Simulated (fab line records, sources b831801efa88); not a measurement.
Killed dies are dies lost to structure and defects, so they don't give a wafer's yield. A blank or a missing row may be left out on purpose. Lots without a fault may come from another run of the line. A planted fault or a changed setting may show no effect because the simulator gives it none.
fab line records | flow gf180mcu
record lots=14 wafers=42 last_day=34
route steps=602 shown VT_IMPLANT@97 SAB@264 M1@318 V1@358
lots that met no fault: from a run of the same line without faults
start_h: hours from the record's first day to the start of the lot's first wafer shown | wait_h: hours since the lot's step before | " the same as in the row above | L1.1+2: a row that stands for several wafers | - no value, or no start given | * or withheld: withheld | < > ~ a bound
route shown NAME@n: a module of which the file shows steps, and the number in the route of the first | usual: mean/standard deviation of fault-free wafers | same: alike in all rows | chamber/n: place in a boat | sites: the reading at each site | _std_site: their standard deviation | _edge_site: outer sites' mean less inner sites' | radius_mm: how far each site lies from the wafer's centre | mask NAME#n: copy n | behind: the tool/chamber that last shaped the wafer | hold: why the lot was held/for how many hours/how that ended | device: the transistor (n, p or np) that didn't switch | end of line: the same wafers' tests at the end of the route | a step without rows: its recipe alone | killed: dies lost to structure and defects at the first sort, not the wafer's yield | map: a wafer's dies, x killed, . not, _ none there
set.NAME: the setting as run; set.NAME@STEP: as run at that earlier step | model.NAME: the simulator's own value behind a step, which no gauge read
steps of the route over a sample of lots; a table a step, a row a wafer
services: from which hour (start_h, from the record's first day; less than 0 if before it) a tool's chamber was out of use, for how many hours, and why
## steps
# step GF_VT_IMPLANT_OVL_MEAS_07
# usual VT_IMPLANT_OVL=-1.0/1.6
# columns lot.wafer tool chamber start_h wait_h VT_IMPLANT_OVL[nm]
L493.2 overlay-01 - 110.49 0.1 -1.8
L493.3 " - " " -1.7
L493.6 " - " " -0.6
L495.1 overlay-01 - 124.37 0.1 -1.0
L495.3 " - " " 0.2
L495.5 " - " " 0.8
L496.2 overlay-01 - 129.42 0.1 -1.5
L496.4 " - " " -0.9
L496.5 " - " " -0.4
L497.1 overlay-01 - 136.48 0.1 -1.5
L497.3 " - " " -3.1
L497.6 " - " " -2.1
L498.1 overlay-02 - 142.94 0.1 -2.8
L498.3 " - " " -1.4
L498.6 " - " " -0.6
L499.2 overlay-01 - 149.99 0.1 -3.3
L499.3 " - " " -1.3
L499.5 " - " " -0.8
L500.3 overlay-02 - 152.90 0.1 -2.3
L500.4 " - " " -3.6
L500.6 " - " " -3.3
L502.1 overlay-01 - 166.18 0.1 -2.5
L502.3 " - " " -0.6
L502.5 " - " " -0.7
L505.4 overlay-02 - 186.85 0.1 0.0
L505.5 " - " " -0.1
L505.6 " - " " 0.8
L508.3 overlay-01 - 201.13 0.1 -0.5
L508.5 " - " " 2.2
L508.6 " - " " 2.2
L509.1 overlay-02 - 209.68 0.1 1.2
L509.2 " - " " -2.4
L509.3 " - " " 0.7
L511.1 overlay-02 - 227.19 0.1 -3.9
L511.3 " - " " -2.9
L511.4 " - " " -2.7
L514.2 overlay-01 - 240.09 0.1 -1.4
L514.3 " - " " -1.6
L514.5 " - " " -1.9
L516.1 overlay-02 - 253.21 0.1 -0.4
L516.2 " - " " -2.0
L516.3 " - " " 0.1
# step GF_SAB_CVD_00
# recipe material=SiO2 target_thk_nm=50 precursor=TEOS temp_c=400 time_s=4.9302 rf_w=600
# usual heater_power_w=643/61
# columns lot.wafer tool chamber start_h wait_h heater_power_w
L493.2 pecvd-04 0 320.97 0.1 708
L493.3 " 2 " " 611
L493.6 " 1 " " 554
L495.1 pecvd-04 0 334.36 0.1 709
L495.3 " 2 " " 626
L495.5 " 0 " " 723
L496.2 pecvd-01 2 349.76 0.1 697
L496.4 " 0 " " 678
L496.5 " 2 " " 678
L497.1 pecvd-03 2 359.25 0.1 573
L497.3 " 1 " " 715
L497.6 " 2 " " 588
L498.1 pecvd-01 2 362.52 0.1 610
L498.3 " 0 " " 635
L498.6 " 0 " " 656
L499.2 pecvd-03 2 372.28 0.1 701
L499.3 " 1 " " 693
L499.5 " 0 " " 575
L500.3 pecvd-01 1 375.20 0.1 557
L500.4 " 1 " " 571
L500.6 " 0 " " 697
L502.1 pecvd-01 2 391.05 0.1 682
L502.3 " 1 " " 662
L502.5 " 2 " " 673
L505.4 pecvd-04 0 422.17 0.0 707
L505.5 " 1 " " 531
L505.6 " 2 " " 627
L508.3 pecvd-01 2 445.41 0.1 632
L508.5 " 2 " " 638
L508.6 " 1 " " 616
L509.1 pecvd-01 1 457.46 0.1 669
L509.2 " 2 " " 657
L509.3 " 0 " " 663
L511.1 pecvd-03 2 482.57 0.1 595
L511.3 " 1 " " 646
L511.4 " 1 " " 654
L514.2 pecvd-04 2 493.92 0.1 603
L514.3 " 1 " " 538
L514.5 " 0 " " 740
L516.1 pecvd-03 2 513.10 0.1 617
L516.2 " 1 " " 688
L516.3 " 0 " " 610
# step GF_SAB_THK_MEAS_01
# recipe reads=SiO2_of_SAB_CVD_00
# usual SAB_CVD_00_THK=49.9/0.66
# columns lot.wafer tool chamber start_h wait_h SAB_CVD_00_THK[nm]
L493.2 film_metro-03 - 321.00 0.0 48.8
L493.3 " - " " 49.6
L493.6 " - " " 50.3
L495.1 film_metro-03 - 334.38 0.0 49.7
L495.3 " - " " 49.9
L495.5 " - " " 50.3
L496.2 film_metro-02 - 349.79 0.0 48.2
L496.4 " - " " 49.1
L496.5 " - " " 49.3
L497.1 film_metro-02 - 359.27 0.0 48.8
L497.3 " - " " 50.2
L497.6 " - " " 49.3
L498.1 film_metro-01 - 362.54 0.0 49.6
L498.3 " - " " 49.1
L498.6 " - " " 49.3
L499.2 film_metro-01 - 372.31 0.0 48.8
L499.3 " - " " 50.3
L499.5 " - " " 50.8
L500.3 film_metro-02 - 375.24 0.0 49.8
L500.4 " - " " 50.0
L500.6 " - " " 50.4
L502.1 film_metro-01 - 391.07 0.0 50.5
L502.3 " - " " 49.9
L502.5 " - " " 51.0
L505.4 film_metro-02 - 422.32 0.1 50.2
L505.5 " - " " 50.4
L505.6 " - " " 50.2
L508.3 film_metro-02 - 445.45 0.0 52.6
L508.5 " - " " 53.0
L508.6 " - " " 53.0
L509.1 film_metro-03 - 457.47 0.0 52.9
L509.2 " - " " 53.5
L509.3 " - " " 52.7
L511.1 film_metro-03 - 482.59 0.0 49.1
L511.3 " - " " 49.7
L511.4 " - " " 50.7
L514.2 film_metro-02 - 493.95 0.0 49.2
L514.3 " - " " 49.1
L514.5 " - " " 50.0
L516.1 film_metro-03 - 513.12 0.0 48.9
L516.2 " - " " 50.3
L516.3 " - " " 48.9
# step GF_M1_SPUTTER_03
# recipe material=Ti target_thk_nm=10 substrate_temp_c=300 chamber_pressure_pa=0.3 power_w=3000 time_s=6.7
# usual throttle_valve_pct=29.9/0.92
# columns lot.wafer tool chamber start_h wait_h throttle_valve_pct
L493.2 pvd_sputter-01 - 366.33 0.0 30.3
L493.3 " - " " 30.9
L493.6 " - " " 30.0
L495.1 pvd_sputter-03 - 380.84 0.0 29.9
L495.3 " - " " 29.6
L495.5 " - " " 29.9
L496.2 pvd_sputter-02 - 398.03 0.0 30.5
L496.4 " - " " 29.2
L496.5 " - " " 30.9
L497.1 pvd_sputter-03 - 408.37 0.0 31.8
L497.3 " - " " 30.6
L497.6 " - " " 29.6
L498.1 pvd_sputter-02 - 410.56 0.0 30.5
L498.3 " - " " 27.9
L498.6 " - " " 28.1
L499.2 pvd_sputter-01 - 421.53 0.0 30.3
L499.3 " - " " 29.7
L499.5 " - " " 30.1
L500.3 pvd_sputter-03 - 424.44 0.0 29.7
L500.4 " - " " 31.6
L500.6 " - " " 29.8
L502.1 pvd_sputter-02 - 441.89 0.0 30.6
L502.3 " - " " 29.1
L502.5 " - " " 29.4
L505.4 pvd_sputter-01 - 472.24 0.0 30.3
L505.5 " - " " 30.3
L505.6 " - " " 30.0
L508.3 pvd_sputter-03 - 496.20 0.0 30.5
L508.5 " - " " 31.7
L508.6 " - " " 29.7
L509.1 pvd_sputter-01 - 507.92 0.0 30.9
L509.2 " - " " 30.3
L509.3 " - " " 29.6
L511.1 pvd_sputter-03 - 532.12 0.0 32.0
L511.3 " - " " 29.6
L511.4 " - " " 29.8
L514.2 pvd_sputter-02 - 543.24 0.0 29.2
L514.3 " - " " 30.4
L514.5 " - " " 28.0
L516.1 pvd_sputter-02 - 562.34 0.0 29.2
L516.2 " - " " 29.4
L516.3 " - " " 30.5
# step GF_V1_CVD_23
# recipe material=W target_thk_nm=350 time_s=105.05 temp_c=400 pressure_torr=40
# usual heater_power_w=789/57
# columns lot.wafer tool chamber start_h wait_h heater_power_w
L493.2 cvd_w-02 0 412.95 0.0 758
L493.3 " 0 " " 766
L493.6 " 1 " " 797
L495.1 cvd_w-02 0 431.32 0.0 752
L495.3 " 1 " " 830
L495.5 " 1 " " 842
L496.2 cvd_w-01 1 447.53 0.0 852
L496.4 " 0 " " 714
L496.5 " 0 " " 698
L497.1 cvd_w-01 0 459.47 0.0 719
L497.3 " 1 " " 847
L497.6 " 1 " " 856
L498.1 cvd_w-02 0 460.17 0.0 765
L498.3 " 0 " " 761
L498.6 " 1 " " 811
L499.2 cvd_w-02 1 471.49 0.0 820
L499.3 " 0 " " 747
L499.5 " 1 " " 819
L500.3 cvd_w-01 0 475.91 0.1 728
L500.4 " 1 " " 882
L500.6 " 1 " " 880
L502.1 cvd_w-01 1 492.15 0.0 878
L502.3 " 1 " " 858
L502.5 " 0 " " 715
L505.4 cvd_w-01 1 521.67 0.1 881
L505.5 " 0 " " 716
L505.6 " 1 " " 861
L508.3 cvd_w-01 1 544.33 0.1 879
L508.5 " 0 " " 726
L508.6 " 1 " " 876
L509.1 cvd_w-02 1 556.33 0.0 828
L509.2 " 0 " " 749
L509.3 " 1 " " 811
L511.1 cvd_w-02 0 578.80 0.0 757
L511.3 " 0 " " 761
L511.4 " 1 " " 840
L514.2 cvd_w-01 0 589.59 0.0 734
L514.3 " 0 " " 703
L514.5 " 1 " " 868
L516.1 cvd_w-02 0 607.48 0.0 744
L516.2 " 1 " " 825
L516.3 " 0 " " 756
## services
# columns tool chamber start_h hours kind
cvd_w-01 - 309.06 0.4 repair
pvd_sputter-03 - 314.40 10.5 repair
cvd_w-02 1 318.24 9.7 repair
pecvd-03 - 343.10 0.5 repair
pvd_sputter-03 - 389.09 3.5 repair
cvd_w-02 - 390.00 14.0 pm
cvd_w-02 0 390.00 14.0 vent_cycle
cvd_w-02 1 390.29 15.0 repair
cvd_w-01 - 404.00 14.6 pm
pecvd-03 - 409.42 0.8 pm
cvd_w-01 - 412.46 0.8 repair
cvd_w-01 1 416.31 1.3 repair
pvd_sputter-03 - 421.16 0.5 repair
pvd_sputter-03 - 425.90 5.0 repair
pecvd-04 - 426.80 1.9 repair
pecvd-03 - 474.28 2.8 pm
pecvd-04 - 512.62 0.7 repair
cvd_w-02 - 549.99 6.0 pm
cvd_w-02 0 557.97 6.7 repair
pecvd-04 0 571.06 6.2 repair
pecvd-04 - 572.42 6.0 pm
cvd_w-01 - 578.33 6.0 pm
pecvd-03 - 591.12 14.0 pm
pecvd-03 2 605.69 20.0 repair
## key
first_sign step=GF_SAB_THK_MEAS_01 reading=SAB_CVD_00_THK direction=up sigmas=4.6 usual=49.9 struck=53.0
effect none on later readings
met_at GF_SAB_CVD_00
struck_lots L508,L509
tester_left_out L508,L509
not_acting_at GF_VT_IMPLANT_OVL_MEAS_07,GF_M1_SPUTTER_03,GF_V1_CVD_23
onset_between 391.05 445.41
fault kind=process_parameter_drift tool=pecvd-01 chamber=- onset_h=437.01 steps=GF_SAB_CVD_00 channel=target_thk_nm offset=3.4682 shape=step end_h=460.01 acts_in=these_recipes_only stated=50
# tester_left_out: of these lots the tester's yield and bins aren't shown, on N5 and GAA mostly nor the transistor test; their killed dies are dies lost to structure and defects alone, not to doping, threshold or leakage, so they don't give the yield
